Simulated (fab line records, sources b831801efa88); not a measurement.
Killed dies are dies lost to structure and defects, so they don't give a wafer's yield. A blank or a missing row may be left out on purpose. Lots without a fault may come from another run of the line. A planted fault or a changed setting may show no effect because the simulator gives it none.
fab line records | flow sky130
record lots=5 wafers=15 last_day=50
route steps=708 shown SONOS_TUNNEL@160 SONOS_ONO@168 GATE_OXIDE@187 PAD_OPEN@708
lots that met no fault: from a run of the same line without faults
start_h: hours from the record's first day to the start of the lot's first wafer shown | wait_h: hours since the lot's step before | " the same as in the row above | L1.1+2: a row that stands for several wafers | - no value, or no start given | * or withheld: withheld | < > ~ a bound
route shown NAME@n: a module of which the file shows steps, and the number in the route of the first | usual: mean/standard deviation of fault-free wafers | same: alike in all rows | chamber/n: place in a boat | sites: the reading at each site | _std_site: their standard deviation | _edge_site: outer sites' mean less inner sites' | radius_mm: how far each site lies from the wafer's centre | mask NAME#n: copy n | behind: the tool/chamber that last shaped the wafer | hold: why the lot was held/for how many hours/how that ended | device: the transistor (n, p or np) that didn't switch | end of line: the same wafers' tests at the end of the route | a step without rows: its recipe alone | killed: dies lost to structure and defects at the first sort, not the wafer's yield | map: a wafer's dies, x killed, . not, _ none there
set.NAME: the setting as run; set.NAME@STEP: as run at that earlier step | model.NAME: the simulator's own value behind a step, which no gauge read
lots at some steps of the route; a table a step, a row a wafer
services: from which hour (start_h, from the record's first day; less than 0 if before it) a tool's chamber was out of use, for how many hours, and why
## steps
# step SKY_SONOS_TUNNEL_DEVELOP_06
# recipe resist=NOVOLAK developer=TMAH develop_time_s=60 dev_temp_c=23
# step SKY_SONOS_TUNNEL_IMPLANT_09
# recipe species=B energy_kev=19.61 dose_cm2=1e+12 tilt_deg=withheld
# step SKY_SONOS_TUNNEL_WET_ETCH_10
# recipe chemistry=dHF target_depth_nm=14 target=SiO2 dilution=100:1 temp_c=25 time_s=280
# step SKY_SONOS_TUNNEL_STRIP_11
# recipe chemistry=SPM time_s=600 temp_c=130
# step SKY_SONOS_TUNNEL_CLEAN_13
# recipe chemistry=dHF time_s=20 dilution=100:1 dry=ipa_marangoni
# step SKY_SONOS_ONO_OXIDATION_00
# recipe temp_c=800 ambient=O2 idle_temp_c=700 ramp_up_c_per_min=10 ramp_down_c_per_min=3 stabilise_s=600 purge_s=300 target_thk_a=26 ox_time_s=1249
# step SKY_SONOS_ONO_CVD_02
# recipe material=Si3N4 precursor=DCS/NH3 target_thk_nm=10.5 temp_c=770 time_s=180 pressure_mtorr=250
# step SKY_SONOS_ONO_CVD_04
# recipe material=SiO2 precursor=SiH4/N2O target_thk_nm=5.7199 temp_c=900 pressure_mtorr=400
# usual spike_tc_bottom_C=917.7/1.1 spike_tc_centre_C=900.7/1 spike_tc_lower_C=898.5/1.2 spike_tc_top_C=911.6/1 spike_tc_upper_C=899.9/1.2 susceptor_temp_C=900.0/0.41
# columns lot.wafer tool chamber start_h wait_h spike_tc_bottom_C spike_tc_centre_C spike_tc_lower_C spike_tc_top_C spike_tc_upper_C susceptor_temp_C model.SiO2_of_SONOS_ONO_CVD_04.thk_nm
L819.2 lpcvd-03 0 297.22 0.0 928.8 911.3 909.2 922.2 909.8 910.5 6.563
L819.4 " 0 " " 927.4 909.8 910.4 921.4 910.1 910.8 6.619
L819.6 " 0 " " 925.7 913.4 909.1 921.9 911.3 910.8 6.537
L820.1 lpcvd-03 1 307.66 0.1 927.4 910.2 906.1 921.9 910.3 910.5 6.68
L820.4 " 1 " " 928.6 908.5 906.1 921.9 913.1 911.0 6.722
L820.5 " 1 " " 927.8 911.4 909.5 923.0 910.6 910.6 6.687
L821.1 lpcvd-03 1 317.58 0.1 928.3 911.7 907.4 921.9 909.1 909.7 6.609
L821.2 " 1 " " 928.5 912.3 907.8 920.1 912.8 910.1 6.589
L821.4 " 1 " " 927.1 910.8 908.0 922.2 910.4 910.0 6.643
L835.3 lpcvd-03 0 432.33 0.0 918.8 900.0 899.8 911.9 898.0 900.1 5.709
L835.4 " 0 " " 917.6 902.3 898.3 911.2 900.0 900.5 5.834
L835.6 " 0 " " 918.3 902.4 898.8 912.5 897.8 900.1 5.758
L836.1 lpcvd-03 1 440.43 0.1 916.5 901.5 897.5 910.0 899.1 899.5 5.899
L836.4 " 1 " " 917.5 901.4 898.4 912.7 900.9 900.0 5.896
L836.5 " 1 " " 916.9 900.3 896.8 911.8 900.3 899.9 5.73
# step SKY_SONOS_ONO_THK_MEAS_05
# recipe reads=SiO2_of_SONOS_ONO_CVD_04
# usual SONOS_ONO_CVD_04_THK=5.73/0.1
# columns lot.wafer tool chamber start_h wait_h SONOS_ONO_CVD_04_THK[nm]
L819.2 film_metro-01 - 298.48 0.0 6.59
L819.4 " - " " 6.61
L819.6 " - " " 6.54
L820.1 film_metro-02 - 308.91 0.0 6.67
L820.4 " - " " 6.76
L820.5 " - " " 6.65
L821.1 film_metro-03 - 318.83 0.0 6.61
L821.2 " - " " 6.61
L821.4 " - " " 6.65
L835.3 film_metro-01 - 433.60 0.0 5.68
L835.4 " - " " 5.77
L835.6 " - " " 5.78
L836.1 film_metro-03 - 441.68 0.0 5.88
L836.4 " - " " 5.86
L836.5 " - " " 5.73
# step SKY_SONOS_ONO_DEHYDRATE_06
# recipe temp_c=200 time_s=60
# step SKY_SONOS_ONO_HMDS_07
# recipe prime_time_s=60 prime_temp_c=120
# step SKY_SONOS_ONO_COAT_08
# recipe resist=NOVOLAK spin_rpm=3000 resist_thk_nm=1140
# step SKY_SONOS_ONO_SOFTBAKE_09
# recipe temp_c=90 time_s=60 resist=NOVOLAK
# step SKY_SONOS_ONO_EXPOSE_10
# recipe mask_id=ONOM target_cd_nm=410 na=0.6 source_shape=conventional sigma_outer=0.6 dose_mj=150
# step SKY_SONOS_ONO_PEB_11
# recipe temp_c=withheld time_s=* resist=NOVOLAK
# step SKY_SONOS_ONO_DEVELOP_12
# recipe develop_time_s=60 dev_temp_c=23
# step SKY_SONOS_ONO_ETCH_15
# recipe target_depth_nm=19.52 chemistry=CHF3/O2 source_w=600 bias_w=200 pressure_mtorr=40 chf3_flow_sccm=50 O2_flow_sccm=5 time_s=7.8
# step SKY_SONOS_ONO_WET_ETCH_16
# recipe chemistry=dHF target_depth_nm=14 dry=n2_spin target=SiO2 dilution=100:1 temp_c=25 time_s=280
# step SKY_SONOS_ONO_STRIP_17
# recipe chemistry=O2/N2 power_w=1400 pressure_mtorr=1500 platen_temp_c=withheld o2_flow_sccm=3000 n2_flow_sccm=300 overash_fraction=0.5
# step SKY_SONOS_ONO_WET_ETCH_18
# recipe chemistry=H3PO4 target_depth_nm=15 target=Si3N4 temp_c=160 time_s=172
# step SKY_GATE_OXIDE_CLEAN_00
# recipe chemistry=SC1/SC2 mix=1:4:20 temp_c=70 time_s=150 dry=n2_spin
# step SKY_GATE_OXIDE_OXIDATION_01
# recipe temp_c=900 ambient=O2 stabilise_s=600 purge_s=300 target_thk_a=102.68 ox_time_s=1473
# step SKY_GATE_OXIDE_DEHYDRATE_03
# recipe temp_c=200 time_s=60
# step SKY_GATE_OXIDE_HMDS_04
# recipe prime_time_s=60 prime_temp_c=120
# step SKY_GATE_OXIDE_COAT_05
# recipe resist=NOVOLAK spin_rpm=3000 resist_thk_nm=1140
# step SKY_GATE_OXIDE_SOFTBAKE_06
# recipe temp_c=90 time_s=60 resist=NOVOLAK
# step SKY_GATE_OXIDE_EXPOSE_07
# recipe mask_id=LVOM na=0.6 source_shape=conventional sigma_outer=0.6 polarization=unpolarized target_cd_nm=600 dose_mj=170
# step SKY_GATE_OXIDE_PEB_08
# recipe temp_c=withheld time_s=* resist=NOVOLAK
# step SKY_GATE_OXIDE_DEVELOP_09
# recipe resist=NOVOLAK developer=TMAH develop_time_s=60 dev_temp_c=22.28
# step SKY_GATE_OXIDE_IMPLANT_11
# recipe species=B energy_kev=10 dose_cm2=2.6e+12 tilt_deg=withheld
# step SKY_GATE_OXIDE_WET_ETCH_12
# recipe chemistry=dHF target_depth_nm=16.8 dry=n2_spin target=SiO2 dilution=100:1 temp_c=25 time_s=336
# step SKY_GATE_OXIDE_STRIP_13
# recipe chemistry=O2/N2 power_w=1400 pressure_mtorr=1500 platen_temp_c=withheld o2_flow_sccm=3000 n2_flow_sccm=300 overash_fraction=0.5
# step SKY_GATE_OXIDE_CLEAN_15
# recipe chemistry=SC1/SC2 mix=1:4:20 temp_c=70 time_s=150 dry=n2_spin
# columns lot.wafer tool chamber start_h wait_h model.SiO2_of_SONOS_ONO_CVD_04.thk_nm
L819.2 wet_bench-03 1 354.27 0.0 5.076
L819.4 " 1 " " 5.133
L819.6 " 1 " " 5.049
L820.1 wet_bench-01 3 365.82 0.1 5.152
L820.4 " 3 " " 5.199
L820.5 " 3 " " 5.158
L821.1 wet_bench-01 2 378.66 0.1 5.095
L821.2 " 2 " " 5.077
L821.4 " 2 " " 5.134
L835.3 wet_bench-03 3 496.35 0.0 4.178
L835.4 " 3 " " 4.308
L835.6 " 3 " " 4.228
L836.1 wet_bench-03 0 504.98 0.1 4.389
L836.4 " 0 " " 4.384
L836.5 " 0 " " 4.217
# step SKY_PAD_OPEN_PROBE_99
# usual killed_at_M0_to_M3=43/6.3 killed_at_M4_up=3.1/1.9 killed_at_contacts=24/5.1 killed_at_front_end=14/4.3 killed_at_other=0.3/0.53 killed_dies=85/8.8 killed_open=46/7.1 killed_short=38/5.9
# same gross_dies=492 killed_at_back_side=0
# columns lot.wafer tool chamber start_h wait_h killed_at_M0_to_M3 killed_at_M4_up killed_at_contacts killed_at_front_end killed_at_other killed_dies killed_open killed_short model.etest.sonos_erased.drive_ua_um model.etest.sonos_uncharged.r_on_ohm_um model.etest.cap_ono.gate_log10_a_cm2 model.etest.sonos_programmed.off_log10_a_um model.etest.cap_ono.gate_bv_v model.etest.cap_ono.tox_acc_nm model.etest.sonos_programmed.vt_v model.etest.sonos_erased.vt_v
L819.2 prober-01 - 1108.49 0.1 39 4 32 13 0 88 49 39 130.9 839 -9.065 -13.14 17.13 13.74 0.9713 -1.798
L819.4 prober-01 - 1108.59 0.2 42 4 25 8 2 81 42 39 132 844.3 -9.288 -13.13 17.47 13.94 0.9035 -1.683
L819.6 prober-01 - 1108.69 0.2 45 3 38 10 0 96 47 49 129.2 847.2 -9.01 -13.31 17.39 13.73 0.9768 -1.811
L820.1 prober-02 - 1118.47 0.1 56 8 21 9 0 94 49 45 120.5 841.7 -9.369 -11.96 17.31 14.01 0.8104 -1.669
L820.4 prober-02 - 1118.62 0.2 49 4 27 6 1 87 44 43 130 862.7 -9.394 -12.61 17.89 14.03 0.853 -1.679
L820.5 prober-02 - 1118.67 0.2 55 5 27 11 1 99 63 36 129.8 861.5 -9.512 -12.56 17.7 14.04 0.84 -1.64
L821.1 prober-01 - 1124.78 0.1 30 1 28 13 0 72 40 32 123.5 830.9 -9.201 -12.45 17.33 13.87 0.8984 -1.736
L821.2 prober-01 - 1124.83 0.1 43 5 38 18 0 104 61 43 146.7 830.9 -9.122 -12.43 17.06 13.85 0.8886 -1.812
L821.4 prober-01 - 1124.93 0.2 46 5 16 18 0 85 44 41 115.5 850.9 -9.199 -12.74 17.91 13.91 0.8988 -1.738
L835.3 prober-02 - 1193.03 0.2 45 3 21 17 0 86 54 32 194.5 811.4 -7.887 -14.06 16.78 12.82 1.575 -2.336
L835.4 prober-02 - 1193.08 0.2 53 4 14 16 1 88 44 42 195.3 802.6 -8.038 -13.93 16.16 12.91 1.466 -2.28
L835.6 prober-02 - 1193.18 0.2 40 4 23 19 3 89 50 39 174.2 809.1 -7.858 -13.89 16.58 12.86 1.548 -2.273
L836.1 prober-01 - 1198.62 0.1 41 3 27 13 0 84 53 31 171 826.2 -8.187 -14.04 16.68 13.08 1.359 -2.218
L836.4 prober-01 - 1198.77 0.2 42 5 20 22 0 89 49 40 185.5 815.6 -8.21 -13.88 17.24 13.08 1.349 -2.247
L836.5 prober-01 - 1198.82 0.2 50 4 16 20 0 90 46 44 178.8 815.7 -7.936 -13.85 16.88 12.94 1.382 -2.279
# killed by level:class
L819.2 CONTACT:geometric_particle:open=12 VIA1:geometric_particle:open=12 CONTACT:geometric_particle:short=9 VIA3:geometric_particle:open=7 LOCAL_INTERCONNECT:geometric_particle:short=6 METAL1:geometric_particle:short=5 VIA1:geometric_particle:short=4 FIELD_ISO:geometric_particle:short=3
L819.4 VIA1:geometric_particle:open=13 CONTACT:geometric_particle:open=9 CONTACT:geometric_particle:short=7 VIA1:geometric_particle:short=6 VIA3:geometric_particle:open=5 LI_CONTACT:geometric_particle:short=4 METAL2:geometric_particle:short=4 FIELD_ISO:geometric_particle:short=3
L819.6 LI_CONTACT:geometric_particle:open=17 VIA1:geometric_particle:open=9 VIA1:geometric_particle:short=9 LOCAL_INTERCONNECT:geometric_particle:short=8 METAL1:geometric_particle:short=7 CONTACT:geometric_particle:open=5 VIA2:geometric_particle:open=5 LI_CONTACT:geometric_particle:short=4
L820.1 VIA1:geometric_particle:open=13 CONTACT:geometric_particle:open=11 METAL1:geometric_particle:short=9 METAL4:geometric_particle:short=7 VIA1:geometric_particle:short=6 VIA2:geometric_particle:open=5 VIA3:geometric_particle:open=5 LOCAL_INTERCONNECT:geometric_particle:short=4
L820.4 VIA1:geometric_particle:open=13 CONTACT:geometric_particle:open=11 METAL2:geometric_particle:short=10 CONTACT:geometric_particle:short=6 VIA2:geometric_particle:open=6 METAL1:geometric_particle:short=5 VIA1:geometric_particle:short=5 LI_CONTACT:geometric_particle:open=4
L820.5 VIA1:geometric_particle:open=20 LI_CONTACT:geometric_particle:open=8 CONTACT:geometric_particle:open=7 VIA3:geometric_particle:open=6 METAL1:geometric_particle:short=5 VIA1:geometric_particle:short=5 METAL2:geometric_particle:short=5 FIELD_ISO:geometric_particle:open=4
L821.1 LI_CONTACT:geometric_particle:open=9 CONTACT:geometric_particle:open=8 LOCAL_INTERCONNECT:geometric_particle:short=7 VIA1:geometric_particle:open=6 METAL2:geometric_particle:short=4 FIELD_ISO:geometric_particle:open=4 VIA3:geometric_particle:short=4 VIA3:geometric_particle:open=4
L821.2 CONTACT:geometric_particle:open=15 LI_CONTACT:geometric_particle:open=11 VIA2:geometric_particle:open=10 VIA1:geometric_particle:open=9 POLY_GATE:geometric_particle:open=6 VIA2:geometric_particle:short=6 FIELD_ISO:geometric_particle:short=5 CONTACT:geometric_particle:short=5
L821.4 VIA1:geometric_particle:open=15 VIA3:geometric_particle:open=6 VIA1:geometric_particle:short=6 POLY_GATE:geometric_particle:short=5 POLY_GATE:geometric_particle:open=5 CONTACT:geometric_particle:open=5 METAL2:geometric_particle:short=5 FIELD_ISO:geometric_particle:open=4
L835.3 VIA1:geometric_particle:open=15 CONTACT:geometric_particle:open=7 VIA2:geometric_particle:open=7 LI_CONTACT:geometric_particle:open=6 VIA1:geometric_particle:short=6 VIA3:geometric_particle:open=6 POLY_GATE:geometric_particle:open=5 CONTACT:geometric_particle:short=4
L835.4 VIA1:geometric_particle:open=10 METAL1:geometric_particle:short=10 VIA2:geometric_particle:open=9 POLY_GATE:geometric_particle:open=6 CONTACT:geometric_particle:short=4 VIA3:geometric_particle:open=4 LI_CONTACT:geometric_particle:open=4 CONTACT:geometric_particle:open=4
L835.6 VIA1:geometric_particle:open=17 FIELD_ISO:geometric_particle:short=8 CONTACT:geometric_particle:open=8 METAL2:geometric_particle:short=5 POLY_GATE:geometric_particle:open=4 LI_CONTACT:geometric_particle:open=4 LOCAL_INTERCONNECT:geometric_particle:short=4 CONTACT:geometric_particle:short=4
L836.1 CONTACT:geometric_particle:open=11 VIA1:geometric_particle:open=11 LI_CONTACT:geometric_particle:open=8 VIA2:geometric_particle:open=8 VIA3:geometric_particle:open=7 FIELD_ISO:geometric_particle:open=4 FIELD_ISO:geometric_particle:short=4 CONTACT:geometric_particle:short=4
L836.4 VIA1:geometric_particle:open=11 LI_CONTACT:geometric_particle:open=10 FIELD_ISO:geometric_particle:short=7 VIA1:geometric_particle:short=6 FIELD_ISO:geometric_particle:open=5 POLY_GATE:geometric_particle:open=5 CONTACT:geometric_particle:open=4 METAL1:geometric_particle:short=4
L836.5 VIA1:geometric_particle:open=10 FIELD_ISO:geometric_particle:open=9 VIA3:geometric_particle:open=9 CONTACT:geometric_particle:open=6 VIA3:geometric_particle:short=5 FIELD_ISO:geometric_particle:short=5 VIA2:geometric_particle:open=5 VIA2:geometric_particle:short=5
## services
# columns tool chamber start_h hours kind
lpcvd-03 - 353.15 0.7 repair
lpcvd-03 - 389.72 0.2 repair
wet_bench-03 - 429.15 2.5 repair
wet_bench-01 - 477.70 71.7 pm
## key
first_sign step=SKY_SONOS_ONO_CVD_04 reading=susceptor_temp_C direction=up sigmas=26 usual=* struck=*
effect step=SKY_SONOS_ONO_CVD_04 reading=spike_tc_centre_C direction=up sigmas=10 usual=900.7 struck=911.1
effect step=SKY_SONOS_ONO_THK_MEAS_05 reading=SONOS_ONO_CVD_04_THK direction=up sigmas=8.8 usual=5.73 struck=6.63
model_effect step=SKY_SONOS_ONO_CVD_04 value=SiO2_of_SONOS_ONO_CVD_04.thk_nm without=5.616 struck=6.627
model_effect step=SKY_GATE_OXIDE_CLEAN_15 value=SiO2_of_SONOS_ONO_CVD_04.thk_nm without=4.107 struck=5.119
model_effect step=SKY_PAD_OPEN_PROBE_99 value=etest.sonos_erased.drive_ua_um without=188.1 struck=128.7
met_at SKY_SONOS_ONO_CVD_04
struck_wafers L819.2,L819.4,L819.6,L820.1,L820.4,L820.5,L821.1,L821.2,L821.4
tester_left_out L819,L820,L821
fault kind=process_parameter_drift tool=lpcvd-03 chamber=- onset_h=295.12 steps=SKY_SONOS_ONO_CVD_04 channel=temp_c offset=* shape=step end_h=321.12 stated=*
# tester_left_out: of these lots the tester's yield and bins aren't shown, on N5 and GAA mostly nor the transistor test; their killed dies are dies lost to structure and defects alone, not to doping, threshold or leakage, so they don't give the yield
